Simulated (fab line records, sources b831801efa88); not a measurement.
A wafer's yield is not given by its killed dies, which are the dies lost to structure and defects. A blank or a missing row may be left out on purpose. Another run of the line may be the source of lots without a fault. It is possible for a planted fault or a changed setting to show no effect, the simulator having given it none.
Comparing a struck lot with a sound one :: flow sky130 :: 16 out of 708 route steps
Sound: these wafers, L313.2, L313.3, L313.5. The struck wafers were L312.1, L312.2, L312.6. At the end, the cause is stated.
At each step with rows: each side's tool, then ch and its chambers, then its first start. Under that, the readings that differ: sound wafers :: struck wafers :: difference of the means :: sigmas: that difference in standard deviations of wafers without a fault.
alike: readings whose means differ by less than 2 such deviations, and words and numbers that are the same on both sides. not compared: withheld readings, readings that some wafer has no value for, bounds like >300 that may hide the same value, and numbers for which the record gives no deviation and whose values overlap.
A row with sigmas, a row that says differs or no value, or rows on one side alone: a step with any of these is where the two part. Non-overlapping numbers with no deviation appear without sigmas and do not part them. A reading missing from all wafers of one side parts the sides only when that side holds two or more wafers.

first, 1 step without rows for these wafers: SKY_VT_ADJUST_NCORE_DEVELOP_06 (develop time 60 s).
SKY_VT_ADJUST_NCORE_CD_MEAS_07: target cd 380 nm.
  sound on cd_sem-01, day 12 11:16; struck on cd_sem-02, day 12 04:44
reading: cd_nm (nm)
sound: 381.7 381.7 377.6
struck: 373.5 375.2 376.8
difference: -5.2
sigmas: -2
SKY_VT_ADJUST_NCORE_OVL_MEAS_08:
  sound on overlay-01, day 12 11:22; struck on overlay-02, day 12 04:51
  alike: VT_ADJUST_NCORE_OVL
next, for these wafers, 1 step has no rows: SKY_VT_ADJUST_NCORE_IMPLANT_09.
SKY_VT_ADJUST_NCORE_STRIP_10: strips in O2/N2.
  sound on plasma_asher-04 ch 1, day 12 11:32; struck on plasma_asher-03 ch 0,1, day 12 05:02
  alike: chamber_pressure_mTorr, drypump_motor_current_A, n2_flow_sccm, oes_product_au, strip_time_to_endpoint_s
  not compared: rf_hours_counter_h
SKY_VT_ADJUST_NCORE_TW_MEAS_11:
  sound on film_metro-02, day 12 11:39; struck on film_metro-01, day 12 05:08
  alike: VT_ADJUST_NCORE_TW
then, 6 steps without rows for these wafers: SKY_VT_ADJUST_HVTR_DEHYDRATE_00 (time 60 s); SKY_VT_ADJUST_HVTR_HMDS_01 (prime time 60 s); SKY_VT_ADJUST_HVTR_COAT_02 (resist thk 1140 nm); SKY_VT_ADJUST_HVTR_SOFTBAKE_03 (time 60 s); SKY_VT_ADJUST_HVTR_EXPOSE_04 (exposes mask HVTRM, target cd 380 nm); SKY_VT_ADJUST_HVTR_PEB_05.
SKY_VT_ADJUST_HVTR_DEVELOP_06: develop time 60 s.
  sound on litho_track-01 ch 0, day 13 12:46; struck on litho_track-03 ch 0, day 13 06:17
SKY_VT_ADJUST_HVTR_CD_MEAS_07: target cd 380 nm.
  sound on cd_sem-01, day 13 12:55; struck on cd_sem-02, day 13 06:26
reading: cd_nm (nm)
sound: 383.2 381.4 381.1
struck: 301.1 303.5 305.3
difference: -78.6
sigmas: -37
SKY_VT_ADJUST_HVTR_OVL_MEAS_08:
  sound on overlay-02, day 13 13:01; struck on overlay-01, day 13 06:33
  alike: VT_ADJUST_HVTR_OVL
-- record jumps: 36 days separate the struck wafers' starts on either side; left off in module VT_ADJUST_HVTR, taken up again in module PAD_OPEN, whose first shown step is the route's number 708 --
SKY_PAD_OPEN_PROBE_99:
  sound on prober-02, day 49 01:13; struck on prober-02, day 48 19:25
  alike: killed_at_M0_to_M3, killed_at_M4_up, killed_at_contacts, killed_at_front_end, killed_at_other, killed_dies, killed_open, killed_short

## WHERE THEY PART
Earliest at SKY_VT_ADJUST_NCORE_CD_MEAS_07; latest, in this record, at SKY_VT_ADJUST_HVTR_CD_MEAS_07. Later steps at which nothing parts them and some readings are alike: SKY_VT_ADJUST_HVTR_OVL_MEAS_08, SKY_PAD_OPEN_PROBE_99.

WHY: what the simulator had put in
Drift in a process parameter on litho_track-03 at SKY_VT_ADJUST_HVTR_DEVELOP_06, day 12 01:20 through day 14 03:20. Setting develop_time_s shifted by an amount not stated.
